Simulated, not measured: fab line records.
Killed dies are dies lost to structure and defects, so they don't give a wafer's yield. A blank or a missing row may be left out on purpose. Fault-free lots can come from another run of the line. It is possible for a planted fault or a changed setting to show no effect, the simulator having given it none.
fab line records | flow sky130
[record] lots = 14 wafers = 42 last-day = 50
route steps=708 shown SD_N@348
lots that met no fault: taken from a fault-free run of the same line
start-h: the number of hours between the record's first day and the start of the first shown wafer of the lot | wait-h: how many hours have passed since the lot's step before this one | " the same as in the row above | L1.1+2: several wafers, shown together as one row | - no value, or no start was given | * or withheld: withheld | < > ~ a bound
route shown NAME@n: NAME is a module with steps in the file, n the number in the route of the first one | usual: mean/standard deviation taken from wafers without a fault | same: alike in all rows | chamber/n: place in a boat | sites: readings site by site | _std_site: how widely they spread, as a standard deviation | _edge_site: outer sites' mean less inner sites' | radius-mm: for every site, how far away it sits from the centre of the wafer | mask NAME#n: copy n | behind: the last tool/chamber to shape the wafer | hold: cause of the lot's hold/its duration in hours/its outcome | device: which transistor (n, p or np) failed to switch | end of line: the same wafers' tests at the end of the route | where a step has no rows: the recipe by itself | killed: dies that structure and defects cost at the first sort, which is not the same as the wafer's yield | map: shows each die of a wafer: x if killed, . if not, _ if none is there
set.NAME: setting as actually run; set.NAME@STEP: the setting as run at that earlier step | model.NAME: the simulator's own value behind a step, which no gauge read
steps of the route over a sample of lots; a table a step, a row a wafer
[[steps]]
[step SKY_SD_N_DEVELOP_06]
[recipe] resist = NOVOLAK developer = TMAH develop-time-s = 60 dev-temp-c = 23
// columns lot.wafer tool chamber start-h wait-h
L182.1+2+3 litho-track-03 0 643.32 0.1
L184.2+4+5 litho-track-03 0 671.75 0.1
L185.2+3+5 litho-track-04 0 678.47 0.1
L188.1+4+5 litho-track-03 0 709.62 0.1
L187.4+5+6 litho-track-03 0 710.30 0.1
L190.2+3+6 litho-track-04 0 721.52 0.1
L189.2+4+5 litho-track-03 0 725.75 0.1
L192.1+4+5 litho-track-04 0 728.20 0.1
L193.2+5+6 litho-track-04 0 741.02 0.1
L194.2+3+5 litho-track-04 0 750.17 0.1
L199.2+4+6 litho-track-01 0 786.69 0.1
L200.1+2+6 litho-track-01 0 800.66 0.1
L204.1+3+4 litho-track-04 0 825.35 0.1
L205.2+3+4 litho-track-03 0 827.40 0.1
[step SKY_SD_N_CD_MEAS_07]
[recipe] target-cd-nm = 380
[usual] cd-nm = 380.6/2.7
// columns lot.wafer tool chamber start-h wait-h hold cd-nm
L182.1 cd-sem-02 - 643.47 0.1 - 383.3
L182.2 " - " " - 381.3
L182.3 " - " " - 381.7
L184.2 cd-sem-02 - 671.89 0.1 - 381.2
L184.4 " - " " - 380.1
L184.5 " - " " - 383.0
L185.2 cd-sem-02 - 678.62 0.1 - 380.8
L185.3 " - " " - 379.1
L185.5 " - " " - 379.7
L188.1 cd-sem-02 - 709.77 0.1 - 377.2
L188.4 " - " " - 374.3
L188.5 " - " " - 377.1
L187.4 cd-sem-02 - 710.48 0.2 - 385.8
L187.5 " - " " - 383.5
L187.6 " - " " - 385.1
L190.2 cd-sem-02 - 721.67 0.1 - 377.7
L190.3 " - " " - 377.5
L190.6 " - " " - 374.7
L189.2 cd-sem-02 - 725.99 0.2 - 381.3
L189.4 " - " " - 382.3
L189.5 " - " " - 384.3
L192.1 cd-sem-02 - 728.48 0.3 - 378.3
L192.4 " - " " - 380.6
L192.5 " - " " - 379.0
L193.2 cd-sem-02 - 741.24 0.2 await-dispo/0.2h/release 307.3
L193.5 " - " " await-dispo/0.2h/release 304.9
L193.6 " - " " await-dispo/0.2h/release 381.8
L193.2 cd-sem-02 - 741.59 0.3 - 307.5
L193.5 " - " " - 305.4
L193.6 " - " " - 381.7
L194.2 cd-sem-02 - 750.32 0.1 await-dispo/0.2h/release 307.1
L194.3 " - " " await-dispo/0.2h/release 379.5
L194.5 " - " " await-dispo/0.2h/release 303.8
L194.2 cd-sem-02 - 750.69 0.4 - 307.0
L194.3 " - " " - 379.1
L194.5 " - " " - 304.2
L199.2 cd-sem-01 - 786.83 0.1 - 380.7
L199.4 " - " " - 382.9
L199.6 " - " " - 381.8
L200.1 cd-sem-01 - 800.81 0.1 - 380.1
L200.2 " - " " - 381.3
L200.6 " - " " - 378.3
L204.1 cd-sem-02 - 825.50 0.1 - 380.5
L204.3 " - " " - 381.4
L204.4 " - " " - 379.6
L205.2 cd-sem-02 - 827.54 0.1 - 384.2
L205.3 " - " " - 383.4
L205.4 " - " " - 383.7
[[key]]
[first-sign] step = SKY_SD_N_CD_MEAS_07 reading = visit direction = added
[effect] step = SKY_SD_N_CD_MEAS_07 reading = cd-nm direction = down sigmas = 28 usual = 380.6 struck = 305.8
met-at SKY_SD_N_DEVELOP_06
struck-lots L193,L194
struck-wafers L193.2,L193.5,L194.2,L194.5
tester-left-out L193,L194
onset-between 728.20 741.02
[fault] kind = process-parameter-drift tool = litho-track-04 chamber = - onset-h = 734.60 steps = SKY_SD_N_DEVELOP_06 channel = develop-time-s offset = * shape = step end-h = 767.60 scope = struck-wafers-only acts-in = * stated = *
// tester-left-out: of these lots the tester's yield and bins aren't shown, on N5 and GAA mostly nor the transistor test; their killed dies are dies lost to structure and defects alone, not to doping, threshold or leakage, so they don't give the yield
